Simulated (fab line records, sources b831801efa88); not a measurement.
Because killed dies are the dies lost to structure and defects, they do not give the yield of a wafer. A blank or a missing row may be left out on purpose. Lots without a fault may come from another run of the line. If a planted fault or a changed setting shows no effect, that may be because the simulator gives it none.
Problem report in the 8D (eight disciplines) form, filled by code	flow sky130	the parts of the form that need people (team, actions taken, sign-off) are left out

## 1. PROBLEM STATEMENT
A mean of 415.1 W is read at SKY_VIA3_ETCH_14 for rf fwd power W, taken on 1 wafer of 1 lot, against 494.4 W (standard deviation 2) on wafers free of any fault. Relative to the usual mean, that is a shift of -40 standard deviations.
The step: etches BARC in N2/H2, stops on SiO2, time 45.9 s, target depth 60 nm.
First seen on wafer L582.6, day 43 15:03, on rie diel-04. The record has a number at this step for 33 wafers belonging to 11 lots. Rule for "out", or "out of limits": more than 4 standard deviations from the usual mean. Any other wafer with a number is counted as sound.

## 2. WHAT IT IS; WHAT IT IS NOT
question	is	is not
which readings at this step	rf fwd power W	drypump motor current A, oes product au, throttle valve pct
which lots	L582	L570, L571, L572, L573, L578, L583, L585, L588, L592, L593
which wafers of those lots	L582.6	L582.2, L582.5
read on which tools	rie diel-04	rie diel-01, rie diel-02
when	from day 43 15:03	up to then (17 sound wafers); but 15 sound wafers of L583, L585, L588, L592, L593 came after

## 3. WHAT RULES OUT EACH SUSPECT
Counting: a tool at a process step up to the reading stays a suspect if it ran every lot that is out. Sound lots after the first of them don't rule it out here, since some wafers of a struck lot are sound.
- rie diel-04 at SKY_VIA3_ETCH_14 (etches BARC in N2/H2, stops on SiO2, time 45.9 s, target depth 60 nm): kept. It processed L582, the lot that is out, at day 43 15:03, and its most recent sound lot before then was L571 at day 40 04:07. Out on those wafers are its own readings of rf fwd power W.
- Within rie diel-04 at SKY_VIA3_ETCH_14: the wafers that are out ran in chamber 2; their sound lot-mates ran in chambers 0, 3.
After counting, what remains is rie diel-04 at SKY_VIA3_ETCH_14.

## 4. THE CAUSE (what the simulator had put in)
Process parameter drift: rie diel-04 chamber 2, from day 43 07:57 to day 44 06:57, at SKY_VIA3_ETCH_14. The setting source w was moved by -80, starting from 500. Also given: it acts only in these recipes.
Only this tool survived the counting.

## 5. THE EFFECT CHAIN, in route order
Each row: a reading whose mean over the struck wafers that have a number lies more than 3 standard deviations from the usual. Scope: only readings with a usual standard deviation given in the record; hours: median across lots of the time from each lot's start at the first step in this table that gives one to its start at this step; sigmas: change in usual standard deviations.
hours	step	reading	usual	on struck wafers	change	sigmas
0	SKY_VIA3_ETCH_14	rf fwd power W	494.4 W	415.1	-79.3	-40
0	SKY_VIA3_STRIP_16	strip time to endpoint s	4.117 s	4.213	+0.096	+4.2
The process steps in it:
- SKY_VIA3_ETCH_14: etches BARC in N2/H2, stops on SiO2, time 45.9 s, target depth 60 nm.
- SKY_VIA3_STRIP_16: strips in O2/N2.
Later measuring or inspecting steps at which every struck wafer that the step has a row for has a number for every such reading, and none has moved that far: SKY_VIA3_RS_MEAS_22, SKY_CAP2M_THK_MEAS_01.

## 6. WHAT WOULD HAVE CAUGHT IT SOONER
First out-of-limits reading in this record: day 43 15:03, which is 7 hours after fault onset at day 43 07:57.
